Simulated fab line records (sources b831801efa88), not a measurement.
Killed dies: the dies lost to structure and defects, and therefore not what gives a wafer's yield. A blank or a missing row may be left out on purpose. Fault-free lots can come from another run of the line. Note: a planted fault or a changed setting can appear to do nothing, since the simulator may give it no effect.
Which tool did it?	flow sky130	13 lots with 39 wafers sampled at 4 steps, on a route of 708 steps

## WHAT EACH GAUGE READ, for each wafer
SKY_RES_XHIGH_TW_MEAS_09. Usual: RES_XHIGH_TW 1631, standard deviation 12.
lot	measured	on	RES_XHIGH_TW	flag
L171	day 27 13:49	filmMetro-03	1634 1629 1632	
L173	day 27 19:29	filmMetro-04	1627 1629 1626	
L174	day 28 01:14	filmMetro-04	1623 1623 1632	
L175	day 28 18:14	filmMetro-04	1630 1627 1629	
L177	day 29 14:52	filmMetro-04	1623 1619 1617	
L181	day 30 15:20	filmMetro-03	1641 1639 1639	
L182	day 31 01:55	filmMetro-04	1623 1623 1621	
L187	day 32 23:34	filmMetro-04	1621 1619 1618	
L189	day 33 07:47	filmMetro-01	1065 1067 1063	OFF
L188	day 33 11:06	filmMetro-03	1061 1061 1064	OFF
L191	day 33 16:31	filmMetro-01	1650 1653 1652	
L192	day 34 01:32	filmMetro-04	1633 1627 1630	
L193	day 34 05:58	filmMetro-01	1644 1640 1645	

SKY_SD_N_RS_MEAS_18: a four-point-probe measurement. Usual: RES_XHIGH_RS 333.2 ohm/sq, standard deviation 1.3.
lot	measured	on	RES_XHIGH_RS (ohm/sq)	flag
L171	day 28 19:22	filmMetro-04	333.4 332.3 332.5	
L173	day 29 00:48	filmMetro-04	335.3 334.8 333.8	
L174	day 29 06:20	filmMetro-04	334.9 335.9 335.4	
L175	day 29 23:23	filmMetro-04	333.0 333.0 331.6	
L177	day 30 19:41	filmMetro-04	333.6 334.4 333.6	
L181	day 31 19:08	filmMetro-04	334.5 334.0 334.0	
L182	day 32 06:58	filmMetro-03	332.4 332.7 333.0	
L187	day 34 03:16	filmMetro-04	334.5 334.1 334.1	
L189	day 34 10:54	filmMetro-04	1013.9 1018.8 1023.8	OFF
L188	day 34 14:39	filmMetro-01	1008.7 1006.6 1002.7	OFF
L191	day 34 19:46	filmMetro-01	330.7 330.8 330.6	
L192	day 35 05:38	filmMetro-01	332.2 332.5 332.9	
L193	day 35 09:49	filmMetro-01	334.9 334.8 334.1	

## WHAT TOOL EACH LOT RAN ON (gives the tool, then ch and the chambers of the sampled wafers, and finally the start)
lot	SKY_RES_XHIGH_IMPLANT_07	SKY_RES_XHIGH_STRIP_08
L171	implanter-03 ch 0, day 27 13:35	plasmaAsher-04 ch 0,1, day 27 13:43
L173	implanter-01 ch 0, day 27 19:14	plasmaAsher-04 ch 0,1, day 27 19:23
L174	implanter-03 ch 0, day 28 01:01	plasmaAsher-04 ch 1, day 28 01:08
L175	implanter-03 ch 0, day 28 17:59	plasmaAsher-03 ch 0,1, day 28 18:07
L177	implanter-03 ch 0, day 29 14:40	plasmaAsher-03 ch 0,1, day 29 14:46
L181	implanter-03 ch 0, day 30 15:05	plasmaAsher-04 ch 1, day 30 15:13
L182	implanter-01 ch 0, day 31 01:40	plasmaAsher-02 ch 0,1, day 31 01:49
L187	implanter-04 ch 0, day 32 23:19	plasmaAsher-02 ch 0,1, day 32 23:28
L189	implanter-01 ch 0, day 33 07:32	plasmaAsher-03 ch 0, day 33 07:41
L188	implanter-01 ch 0, day 33 10:53	plasmaAsher-03 ch 0,1, day 33 11:01
L191	implanter-03 ch 0, day 33 16:19	plasmaAsher-02 ch 0,1, day 33 16:25
L192	implanter-04 ch 0, day 34 01:17	plasmaAsher-04 ch 0,1, day 34 01:26
L193	implanter-04 ch 0, day 34 05:43	plasmaAsher-02 ch 0,1, day 34 05:52
- SKY_RES_XHIGH_IMPLANT_07
- SKY_RES_XHIGH_STRIP_08: strips in O2/N2.

## WHAT THE TOOLS THEMSELVES READ (means of the sampled wafers that have a number; where no wafer has one, the mark that the record gives instead)
SKY_RES_XHIGH_IMPLANT_07. Usual: beamOnS 40 s, standard deviation 3.4; doseIonsCm2 3.599e+14, standard deviation 4.1e+11; endStationPressureTorr 5.19e-06 Torr, standard deviation 2.7e-07.
lot	tool	beamOnS (s)	doseIonsCm2	endStationPressureTorr (Torr)	flag
L171	implanter-03	38	3.600e+14	5.47e-06	
L173	implanter-01	43	3.602e+14	5.05e-06	
L174	implanter-03	40	3.601e+14	5.18e-06	
L175	implanter-03	39	3.593e+14	5.38e-06	
L177	implanter-03	39	3.602e+14	5.01e-06	
L181	implanter-03	39	3.593e+14	5.20e-06	
L182	implanter-01	44	3.601e+14	5.37e-06	
L187	implanter-04	35	3.596e+14	4.92e-06	
L189	implanter-01	11	8.967e+13	5.12e-06	OFF
L188	implanter-01	11	8.957e+13	5.38e-06	OFF
L191	implanter-03	39	3.602e+14	5.04e-06	
L192	implanter-04	35	3.601e+14	5.22e-06	
L193	implanter-04	34	3.597e+14	5.14e-06	

SKY_RES_XHIGH_STRIP_08. Usual: drypumpMotorCurrentA 5.5 A, standard deviation 0.37; oesProductAu 0.711 a.u., standard deviation 0.0045; stripTimeToEndpointS 14.26 s, standard deviation 0.04.
lot	tool	drypumpMotorCurrentA (A)	oesProductAu (a.u.)	stripTimeToEndpointS (s)	flag
L171	plasmaAsher-04	5.5	0.711	14.32	
L173	plasmaAsher-04	5.6	0.712	14.27	
L174	plasmaAsher-04	5.3	0.709	14.28	
L175	plasmaAsher-03	5.6	0.711	14.26	
L177	plasmaAsher-03	5.6	0.709	14.29	
L181	plasmaAsher-04	5.4	0.712	14.21	
L182	plasmaAsher-02	5.1	0.712	14.28	
L187	plasmaAsher-02	5.4	0.714	14.28	
L189	plasmaAsher-03	5.5	0.718	14.19	
L188	plasmaAsher-03	5.6	0.714	14.10	OFF
L191	plasmaAsher-02	5.1	0.714	14.29	
L192	plasmaAsher-04	5.5	0.713	14.27	
L193	plasmaAsher-02	5.1	0.712	14.25	

## THE ANSWER, worked out from the rows above alone
Rule: a lot counts as off when the mean over its wafers that have a number is more than 3 standard deviations away from the usual mean. A lot without any number at a reading at which 4 lots or more have one is off too. Where the step has rows for the other lots, those lots are counted as sound. After the gauges, taken in route order, come the tools' own readings; for these a lot's mean is taken, as printed above. The first step at which some lot is off is used, and at that step the reading that is off furthest; a lot without a number counts as furthest.
Off: L189, L188, seen at SKY_RES_XHIGH_TW_MEAS_09 (RES_XHIGH_TW).
A tool fits if, at a process step before that reading, it ran every lot that is off, and no sound lot after the first of them. Not tried: the gauges at SKY_RES_XHIGH_TW_MEAS_09; whatever is off there is also off at SKY_RES_XHIGH_IMPLANT_07, on other tools, and gauge error can't account for it. Undecided on this evidence; 2 tools fit (implanter-01 at SKY_RES_XHIGH_IMPLANT_07, plasmaAsher-03 at SKY_RES_XHIGH_STRIP_08).

## WHAT HAD BEEN PUT IN BY THE SIMULATOR
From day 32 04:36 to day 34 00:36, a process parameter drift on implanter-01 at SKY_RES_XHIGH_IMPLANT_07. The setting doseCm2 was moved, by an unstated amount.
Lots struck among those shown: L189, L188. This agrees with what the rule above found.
